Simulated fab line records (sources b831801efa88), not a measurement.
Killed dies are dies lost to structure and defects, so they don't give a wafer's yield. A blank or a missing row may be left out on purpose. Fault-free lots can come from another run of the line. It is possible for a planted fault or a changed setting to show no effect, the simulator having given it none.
fab line records    flow sky130
record: lots: 13  wafers: 39  lastDay: 50
route steps=708 shown VT_ADJUST_PCH@147 SONOS_TUNNEL@166
lots that met no fault: taken from a fault-free run of the same line
startH: hours from the record's first day to the start of the lot's first wafer shown    waitH: how many hours have passed since the lot's step before this one    " as in the row above    L1.1+2: several wafers, shown together as one row    - no value present, or no start provided    * or withheld: withheld    < > ~ a bound
route shown NAME@n: names a module that has steps shown in the file, with the first one's number in the route    usual: the fault-free wafers' mean and standard deviation    same: alike in all rows    chamber/n: place in a boat    sites: the reading at each site    _std_site: how widely they spread, as a standard deviation    _edge_site: inner sites' mean taken away from outer sites' mean    radiusMm: for every site, how far away it sits from the centre of the wafer    mask NAME#n: copy n    behind: tool/chamber where the wafer was last shaped    hold: reason for holding the lot/hours on hold/outcome of the hold    device: the n, p or np transistor that did not switch    end of line: the same wafers' tests at the end of the route    a step given without rows: its recipe and nothing more    killed: dies that structure and defects cost at the first sort, which is not the same as the wafer's yield    map: shows each die of a wafer: x if killed, . if not, _ if none is there
set.NAME: the setting the step ran with; set.NAME@STEP: the setting that earlier step ran with    model.NAME: the simulator's own value behind a step, which no gauge read
a sample of lots followed through the steps of the route, with each step as a table and each wafer as a row
services: a tool's chamber out of use, with start hour (startH, from the record's first day; less than 0 if before it), hours out, and reason
== steps ==
step: SKY_VT_ADJUST_PCH_EXPOSE_04
recipe: maskId: NWM  na: 0.6  sourceShape: conventional  sigmaOuter: 0.6  polarization: unpolarized  targetCdNm: 840  doseMj: 255
same: sigmaOuter: 0.6
lot.wafer   tool             chamber  startH  waitH  mask
L922.3+4+5  ilineStepper-02  0        211.11  -      NWM#0
L924.1+4+5  ilineStepper-02  0        231.37  -      NWM#0
L928.2+4+6  ilineStepper-01  0        262.06  -      TUNM#0
L934.1+2+4  ilineStepper-02  0        305.45  -      NWM#0
L935.2+5+6  ilineStepper-02  0        317.67  -      NWM#0
L936.2+4+6  ilineStepper-02  0        323.21  -      NWM#0
L937.2+4+5  ilineStepper-01  0        325.99  -      NWM#0
L939.1+3+4  ilineStepper-01  0        349.15  -      NWM#0
L941.1+4+5  ilineStepper-01  0        361.35  -      NWM#0
L942.1+2+3  ilineStepper-01  0        367.90  -      NWM#0
L943.4+5+6  ilineStepper-01  0        376.78  -      NWM#0
L944.3+4+5  ilineStepper-02  0        381.96  -      NWM#0
L945.1+2+6  ilineStepper-02  0        391.56  -      NWM#0
step: SKY_VT_ADJUST_PCH_OVL_MEAS_07
usual: VT_ADJUST_PCH_OVL: 0.8/1.5
lot.wafer  tool        chamber  startH  waitH  VT_ADJUST_PCH_OVL[nm]
L922.3     overlay-01  -        222.21  -      1.9
L922.4     "           -        "       "      2.2
L922.5     "           -        "       "      1.4
L924.1     overlay-02  -        243.02  -      -0.3
L924.4     "           -        "       "      -2.7
L924.5     "           -        "       "      -1.4
L928.2     overlay-02  -        275.00  -      -
L928.4     "           -        "       "      -
L928.6     "           -        "       "      -
L934.1     overlay-01  -        318.52  -      0.3
L934.2     "           -        "       "      -2.8
L934.4     "           -        "       "      -1.9
L935.2     overlay-01  -        331.13  -      0.7
L935.5     "           -        "       "      -0.4
L935.6     "           -        "       "      1.8
L936.2     overlay-01  -        336.35  -      -1.1
L936.4     "           -        "       "      -3.9
L936.6     "           -        "       "      -2.3
L937.2     overlay-01  -        339.35  -      2.0
L937.4     "           -        "       "      2.0
L937.5     "           -        "       "      1.7
L939.1     overlay-01  -        363.09  -      0.0
L939.3     "           -        "       "      1.2
L939.4     "           -        "       "      0.3
L941.1     overlay-01  -        374.90  -      1.5
L941.4     "           -        "       "      2.2
L941.5     "           -        "       "      2.9
L942.1     overlay-01  -        381.84  -      2.3
L942.2     "           -        "       "      2.8
L942.3     "           -        "       "      2.7
L943.4     overlay-02  -        391.36  -      1.7
L943.5     "           -        "       "      2.6
L943.6     "           -        "       "      0.7
L944.3     overlay-02  -        396.43  -      -0.7
L944.4     "           -        "       "      2.3
L944.5     "           -        "       "      -0.6
L945.1     overlay-02  -        406.15  -      -2.5
L945.2     "           -        "       "      -2.2
L945.6     "           -        "       "      0.5
step: SKY_VT_ADJUST_PCH_TW_MEAS_10
usual: VT_ADJUST_PCH_TW: 142.3/1.2
lot.wafer  tool          chamber  startH  waitH  VT_ADJUST_PCH_TW
L922.3     filmMetro-03  -        222.50  0.1    142.2
L922.4     "             -        "       "      142.1
L922.5     "             -        "       "      142.8
L924.1     filmMetro-03  -        243.31  0.1    142.1
L924.4     "             -        "       "      142.2
L924.5     "             -        "       "      141.8
L928.2     filmMetro-02  -        275.29  0.1    30.0
L928.4     "             -        "       "      30.2
L928.6     "             -        "       "      30.0
L934.1     filmMetro-03  -        318.81  0.1    142.6
L934.2     "             -        "       "      143.4
L934.4     "             -        "       "      142.5
L935.2     filmMetro-04  -        331.42  0.1    140.6
L935.5     "             -        "       "      140.8
L935.6     "             -        "       "      141.7
L936.2     filmMetro-04  -        336.64  0.1    141.3
L936.4     "             -        "       "      142.0
L936.6     "             -        "       "      141.0
L937.2     filmMetro-02  -        339.64  0.1    143.4
L937.4     "             -        "       "      142.3
L937.5     "             -        "       "      143.3
L939.1     filmMetro-04  -        363.38  0.1    141.1
L939.3     "             -        "       "      140.5
L939.4     "             -        "       "      140.7
L941.1     filmMetro-03  -        375.18  0.1    144.4
L941.4     "             -        "       "      143.3
L941.5     "             -        "       "      144.3
L942.1     filmMetro-02  -        382.13  0.1    143.3
L942.2     "             -        "       "      142.3
L942.3     "             -        "       "      142.9
L943.4     filmMetro-02  -        391.66  0.1    143.0
L943.5     "             -        "       "      142.2
L943.6     "             -        "       "      141.8
L944.3     filmMetro-02  -        396.73  0.1    142.3
L944.4     "             -        "       "      142.7
L944.5     "             -        "       "      143.4
L945.1     filmMetro-03  -        406.43  0.1    143.5
L945.2     "             -        "       "      143.1
L945.6     "             -        "       "      143.0
step: SKY_SONOS_TUNNEL_TW_MEAS_12
usual: SONOS_TUNNEL_TW: 197.3/1.6
lot.wafer  tool          chamber  startH  waitH  SONOS_TUNNEL_TW
L922.3     filmMetro-01  -        246.06  0.0    198.7
L922.4     "             -        "       "      198.2
L922.5     "             -        "       "      199.2
L924.1     filmMetro-03  -        267.56  0.0    198.1
L924.4     "             -        "       "      197.0
L924.5     "             -        "       "      197.4
L928.2     filmMetro-03  -        300.70  0.0    213.1
L928.4     "             -        "       "      212.5
L928.6     "             -        "       "      212.5
L934.1     filmMetro-01  -        346.50  0.0    199.0
L934.2     "             -        "       "      199.0
L934.4     "             -        "       "      198.8
L935.2     filmMetro-04  -        359.77  0.0    195.1
L935.5     "             -        "       "      194.6
L935.6     "             -        "       "      195.3
L936.2     filmMetro-03  -        365.12  0.0    199.6
L936.4     "             -        "       "      199.3
L936.6     "             -        "       "      199.2
L937.2     filmMetro-03  -        367.91  0.0    199.6
L937.4     "             -        "       "      198.8
L937.5     "             -        "       "      200.0
L939.1     filmMetro-01  -        392.81  0.0    197.7
L939.3     "             -        "       "      197.7
L939.4     "             -        "       "      199.4
L941.1     filmMetro-03  -        405.00  0.0    196.5
L941.4     "             -        "       "      197.8
L941.5     "             -        "       "      197.0
L942.1     filmMetro-04  -        412.19  0.0    193.7
L942.2     "             -        "       "      193.9
L942.3     "             -        "       "      193.0
L943.4     filmMetro-03  -        422.17  0.0    197.3
L943.5     "             -        "       "      196.6
L943.6     "             -        "       "      196.8
L944.3     filmMetro-01  -        426.28  0.0    198.2
L944.4     "             -        "       "      197.3
L944.5     "             -        "       "      197.2
L945.1     filmMetro-03  -        437.46  0.0    197.6
L945.2     "             -        "       "      197.9
L945.6     "             -        "       "      197.2
== services ==
tool             chamber  startH  hours  kind
ilineStepper-02  0        270.04  -      calibration
ilineStepper-01  -        281.69  0.7    repair
ilineStepper-01  -        297.62  3.4    repair
ilineStepper-01  -        307.77  1.9    repair
ilineStepper-01  -        316.45  1.7    pm
ilineStepper-02  -        357.78  -      calibration
ilineStepper-02  -        360.78  0.5    repair
ilineStepper-02  -        362.86  1.7    pm
== key ==
firstSign: step: SKY_VT_ADJUST_PCH_EXPOSE_04  reading: mask  direction: changed
effect: step: SKY_VT_ADJUST_PCH_OVL_MEAS_07  reading: VT_ADJUST_PCH_OVL  direction: missing
effect: step: SKY_VT_ADJUST_PCH_TW_MEAS_10  reading: VT_ADJUST_PCH_TW  direction: down  sigmas: 93  usual: 142.3  struck: 30.1
effect: step: SKY_SONOS_TUNNEL_TW_MEAS_12  reading: SONOS_TUNNEL_TW  direction: up  sigmas: 9.6  usual: 197.3  struck: 212.7
metAt SKY_VT_ADJUST_PCH_EXPOSE_04
struckLots L928
sortLeftOut L928.2,L928.4,L928.6
testerLeftOut L928
fault: kind: wrongMask  tool: any  chamber: -  onsetH: 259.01  steps: SKY_VT_ADJUST_PCH_EXPOSE_04  auxCopy: TUNM#0  scope: struckLotsOnly
testerLeftOut: of these lots the tester's yield and bins aren't shown, on N5 and GAA mostly nor the transistor test; their killed dies are dies lost to structure and defects alone, not to doping, threshold or leakage, so they don't give the yield
sortLeftOut: the simulated sort isn't trusted on such a fault, so these wafers' sort isn't shown, and their yield isn't known
